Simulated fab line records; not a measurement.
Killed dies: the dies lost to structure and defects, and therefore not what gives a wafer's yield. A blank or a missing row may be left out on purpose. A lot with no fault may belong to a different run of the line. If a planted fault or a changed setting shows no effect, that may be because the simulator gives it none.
Struck lot and sound lot, side by side	flow sky130	43 steps out of a route of 708
Sound: the wafers L169.2, L169.5, L169.6. Struck: wafer L177.2 (left out: L177.4, L177.5 of the same lot, which were not struck); the cause appears at the end.
Each step with rows lists, per side, the tool, then ch with its chambers, then its first start. Under that, the readings that differ: sound wafers	struck wafers	difference of the means	sigmas: that difference in standard deviations of wafers without a fault.
alike: readings whose means differ by less than 2 such deviations, and words and numbers that are the same on both sides. not compared: withheld readings, readings that some wafer has no value for, bounds like >300 that may hide the same value, and numbers for which the record gives no deviation and whose values overlap.
Wherever a step has rows on one side only, a row that says differs or no value, or a row with sigmas, the two part there. Non-overlapping numbers with no deviation appear without sigmas and do not part them. A reading missing from all wafers of one side parts the sides only when that side holds two or more wafers.

first, 2 steps without rows for these wafers: SKY_VIA3_CLEAN_18 (cleans in IPA, time 180 s); SKY_VIA3_CLEAN_19 (cleans in O3/DIW).
SKY_VIA3_SPUTTER_20: material TiN, target thk 20 nm, time 80 s.
  sound on pvd_sputter-01 at day 40 21:38; struck on pvd_sputter-03 at day 43 06:58
  alike: throttle_valve_pct
SKY_VIA3_CVD_21: deposits W, target thk 390 nm, time 117.31 s.
  sound on cvd_w-02 ch 0,1, day 40 21:41; struck on cvd_w-01 ch 0, day 43 07:02
  alike: heater_power_w
  not compared: since_wet_clean_h
SKY_VIA3_RS_MEAS_22: a four-point-probe measurement.
  sound on film_metro-02 at day 40 21:50; struck on film_metro-02 at day 43 07:10
  alike: VIA3_W_RS
SKY_VIA3_THK_MEAS_23: measures by xrf.
  sound on film_metro-02 at day 40 21:56; struck on film_metro-02 at day 43 07:17
  alike: VIA3_W_THK
then, 3 steps without rows for these wafers: SKY_VIA3_CMP_24 (polishes, stops on SiO2, t overpolish 20 s, target thk 0 nm); SKY_METAL4_SPUTTER_00 (material Ti, target thk 15 nm, time 10 s); SKY_METAL4_SPUTTER_01 (material TiN, target thk 20 nm, time 16.7 s).
SKY_METAL4_SPUTTER_02: material AlCu, target thk 735 nm, time 39.1 s.
  sound on pvd_sputter-04 at day 40 22:20; struck on pvd_sputter-03 at day 43 07:41
  alike: throttle_valve_pct
then, 2 steps without rows for these wafers: SKY_METAL4_SPUTTER_03 (material Ti, target thk 5 nm, time 3.3 s); SKY_METAL4_SPUTTER_04 (material TiN, target thk 70 nm, time 58.3 s).
SKY_CAP2M_CVD_00: deposits SiO2, target thk 15.5 nm.
  sound on pecvd-01 ch 0,1,2, day 40 22:27; struck on pecvd-01 ch 1, day 43 07:47
reading	sound	struck	difference	sigmas
model.SiO2_of_CAP2M_CVD_00.thk_nm (nm)	15.35 15.69 15.66	11.6	-4.0	
  alike: heater_power_w
SKY_CAP2M_THK_MEAS_01:
  sound on film_metro-04 at day 40 22:29; struck on film_metro-04 at day 43 08:07
reading	sound	struck	difference	sigmas
CAP2M_CVD_00_THK (nm)	15.34 15.71 15.65	11.64	-3.93	-19
  not compared: hold
SKY_CAP2M_RS_MEAS_03: a four-point-probe measurement.
  sound on film_metro-04 at day 40 22:40; struck on film_metro-03 at day 43 11:06
  alike: CAP2M_TIN_RS
SKY_CAP2M_THK_MEAS_04: measures by xrf.
  sound on film_metro-04 at day 40 22:46; struck on film_metro-03 at day 43 11:19
  alike: CAP2M_TIN_THK
then, 7 steps without rows for these wafers: SKY_CAP2M_DEHYDRATE_05 (time 60 s); SKY_CAP2M_HMDS_06 (prime time 60 s); SKY_CAP2M_COAT_07 (resist thk 1140 nm); SKY_CAP2M_SOFTBAKE_08 (time 60 s); SKY_CAP2M_EXPOSE_09 (exposes mask CAP2M, target cd 1000 nm); SKY_CAP2M_PEB_10; SKY_CAP2M_DEVELOP_11 (develop time 60 s).
SKY_CAP2M_OVL_MEAS_12:
  sound on overlay-02 at day 41 22:02; struck on overlay-01 at day 44 05:42
  alike: CAP2M_OVL
SKY_CAP2M_METAL_ETCH_13: etches TiN in Cl2/BCl3, stops on SiO2, target depth 220 nm, time 62.9 s.
  sound on rie_metal-04 ch 0,1, day 41 22:05; struck on rie_metal-04 ch 1, day 44 05:44
  alike: drypump_motor_current_A, oes_product_au, throttle_valve_pct
  not compared: rf_hours_counter_h
SKY_CAP2M_STRIP_14: strips in O2/N2.
  sound on plasma_asher-04 ch 0,1, day 41 22:09; struck on plasma_asher-03 ch 1, day 44 05:48
  alike: drypump_motor_current_A, n2_flow_sccm, oes_product_au, strip_time_to_endpoint_s
  not compared: rf_hours_counter_h
then, 11 steps without rows for these wafers: SKY_CAP2M_STRIP_15 (strips in post etch residue remover, time 1200 s); SKY_CAP2M_CLEAN_16 (cleans in IPA, time 180 s); SKY_CAP2M_CLEAN_17 (cleans in O3/DIW); SKY_METAL4_DEHYDRATE_05 (time 60 s); SKY_METAL4_HMDS_06 (prime time 60 s); SKY_METAL4_COAT_07 (resist thk 60 nm); SKY_METAL4_COAT_08 (resist thk 1140 nm); SKY_METAL4_SOFTBAKE_09 (time 90 s); SKY_METAL4_EXPOSE_10 (exposes mask MM4, target cd 300 nm); SKY_METAL4_PEB_11; SKY_METAL4_DEVELOP_12 (develop time 60 s).
SKY_METAL4_CD_MEAS_13: the cd target is 300 nm.
  sound on cd_sem-01 at day 42 23:13; struck on cd_sem-01 at day 45 04:13
  alike: cd_nm
SKY_METAL4_OVL_MEAS_14:
  sound on overlay-02 at day 42 23:19; struck on overlay-01 at day 45 04:19
  alike: METAL4_OVL
then, 2 steps without rows for these wafers: SKY_METAL4_DESCUM_15 (chemistry O2, time 8 s); SKY_METAL4_ETCH_16 (etches BARC in N2/H2, stops on SiO2, time 88.2 s, target depth 60 nm).
SKY_METAL4_ETCH_17: etches SiO2 in C4F8/O2/Ar, stops on TiN, time 3.9 s, target depth 15 nm.
  sound on rie_diel-02 ch 0,2,3, day 42 23:28; struck on rie_diel-03 ch 1, day 45 04:28
reading	sound	struck	difference	sigmas
oes_product_au (a.u.)	0.758 0.758 0.756	0.660	-0.097	-14
model.etch.depth_nm (nm)	15.35 15.69 15.66	11.6	-4.0	
  not compared: rf_hours_counter_h
-- the record jumps here: 4 days lie between the struck wafers' starts before and after (it left off in module METAL4 and takes up again in module PAD_OPEN, whose first step shown is number 708 of the route) --
SKY_PAD_OPEN_PROBE_99:
  sound on prober-02 at day 46 20:48; struck on prober-01 at day 48 17:39
reading	sound	struck	difference	sigmas
model.etest.tester.sort_n_pass	389 381 417	154	-242	
model.etest.tester.sort_bin_5_pct (%)	10.98 14.43 9.959	61.59	+49.80	
model.etest.tester.sort_yield_pct (%)	79.06 77.44 84.76	31.3	-49.1	
model.etest.cap_mim2.bv_v (V)	13.44 14.4 14.27	10.37	-3.67	
model.etest.cap_mim2.leak_log10_a_cm2	-9.062 -9.181 -8.912	-7.493	+1.559	
model.etest.cap_mim2.c_ff_um2	2.374 2.321 2.318	3.135	+0.797	
model.etest.tester.sort_bin_8_pct (%)	0 0 0	1.713e-08	+1.713e-08	
  alike: defect_limited_yield, killed_at_M0_to_M3, killed_at_M4_up, killed_at_contacts, killed_at_front_end, killed_at_other, killed_dies, killed_open, killed_short
  not compared: model.etest.tester.sort_bin_4_pct

WHERE THEY PART
Earliest at SKY_CAP2M_THK_MEAS_01; latest, in this record, at SKY_METAL4_ETCH_17. Later steps at which nothing parts them and some readings are alike: SKY_PAD_OPEN_PROBE_99.

WHY: whatever the simulator had introduced
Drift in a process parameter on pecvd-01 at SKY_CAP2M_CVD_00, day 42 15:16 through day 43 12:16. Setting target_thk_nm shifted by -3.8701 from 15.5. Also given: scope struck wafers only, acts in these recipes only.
